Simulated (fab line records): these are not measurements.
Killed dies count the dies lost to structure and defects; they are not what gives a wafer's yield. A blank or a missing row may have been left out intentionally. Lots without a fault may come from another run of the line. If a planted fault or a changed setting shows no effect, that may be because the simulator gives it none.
Struck lot and sound lot, side by side / flow sky130 / 15 out of 708 route steps
Sound: the wafers L769.2, L769.4, L769.6. Wafers L761.1, L761.2, L761.6 were the ones struck. The cause is named last.
Each step with rows lists, per side, the tool, then ch with its chambers, then its first start. Under that, the readings that differ: sound wafers / struck wafers / difference of the means / sigmas: that difference in standard deviations of wafers without a fault.
alike: readings whose means differ by less than 2 such deviations, and words and numbers that are the same on both sides. not compared: withheld readings, readings that some wafer has no value for, bounds like >300 that may hide the same value, and numbers for which the record gives no deviation and whose values overlap.
The two part at a step that has a row with sigmas, a row that says differs or no value, or rows on one side only. When numbers do not overlap yet have no deviation, they are printed without sigmas and do not part them. A reading that every wafer of one side lacks parts them only if that side has two wafers or more.

SKY_METAL5_SPUTTER_03: material Ti, target thk 5 nm, time 3.3 s.
  sound on pvd-sputter-01, day 46 22:37; struck on pvd-sputter-03, day 44 23:05
  alike: throttle-valve-pct
SKY_METAL5_SPUTTER_04: material TiN, target thk 70 nm, time 58.3 s.
  sound on pvd-sputter-01, day 46 22:38; struck on pvd-sputter-03, day 44 23:06
  alike: throttle-valve-pct
SKY_METAL5_RS_MEAS_05: measures by four-point-probe.
  sound on film-metro-01, day 46 22:42; struck on film-metro-03, day 44 23:09
  alike: METAL5_ALCU_RS
SKY_METAL5_THK_MEAS_06: measures by xrf.
  sound on film-metro-01, day 46 22:49; struck on film-metro-03, day 44 23:16
  alike: METAL5_ALCU_THK
then, 7 steps without rows for these wafers: SKY_METAL5_DEHYDRATE_07 (time 60 s); SKY_METAL5_HMDS_08 (prime time 60 s); SKY_METAL5_COAT_09 (resist thk 1800 nm); SKY_METAL5_SOFTBAKE_10 (time 58.81 s); SKY_METAL5_EXPOSE_11 (exposes mask MM5, target cd 1600 nm); SKY_METAL5_PEB_12; SKY_METAL5_DEVELOP_13 (develop time 60 s).
SKY_METAL5_DESCUM_14: chemistry O2, time 11 s.
  sound on rie-metal-02 ch 0,1, day 47 18:25; struck on rie-metal-03 ch 0,1, day 45 20:34
  alike: drypump-motor-current-A, oes-product-au, temp-c
  not compared: rf-hours-counter-h
SKY_METAL5_METAL_ETCH_15: etches the open film in Cl2/BCl3, stops on SiO2, target depth 1260 nm, time 252 s.
  sound on rie-metal-02 ch 0,1, day 47 18:27; struck on rie-metal-03 ch 0,1, day 45 20:36
  no value came back on the struck wafers for any of 6 readings (bcl3-flow-sccm (sccm), bias-w (W) and others); on the sound wafers bcl3-flow-sccm (sccm) reads 29.93 30.06 29.93
reading=model.NOVOLAK_of_METAL5_COAT_09.thk-nm (nm); sound=1035 1048 1034; struck=1787 1792 1792; difference=+751; sigmas=
reading=model.SiO2_of_VIA4_HDPCVD_00.thk-nm (nm); sound=548.1 546.9 547.3; struck=573.2 574.8 574; difference=+26.6; sigmas=
  not compared: rf-hours-counter-h
SKY_METAL5_STRIP_16: strips in O2/N2.
  sound on plasma-asher-03 ch 1, day 47 18:41; struck on plasma-asher-01 ch 0,1, day 45 20:50
reading=strip-time-to-endpoint-s (s); sound=13.08 13.24 13.07; struck=21.50 21.54 21.54; difference=+8.40; sigmas=+52
  alike: drypump-motor-current-A, o2-flow-sccm, oes-product-au
  not compared: rf-hours-counter-h
then, 1 step without rows for these wafers: SKY_METAL5_STRIP_17 (strips in post etch residue remover, time 1200 s).

## WHERE THEY PART
At SKY_METAL5_METAL_ETCH_15 first; at SKY_METAL5_STRIP_16 last (within this record only).

WHY: the cause the simulator had injected
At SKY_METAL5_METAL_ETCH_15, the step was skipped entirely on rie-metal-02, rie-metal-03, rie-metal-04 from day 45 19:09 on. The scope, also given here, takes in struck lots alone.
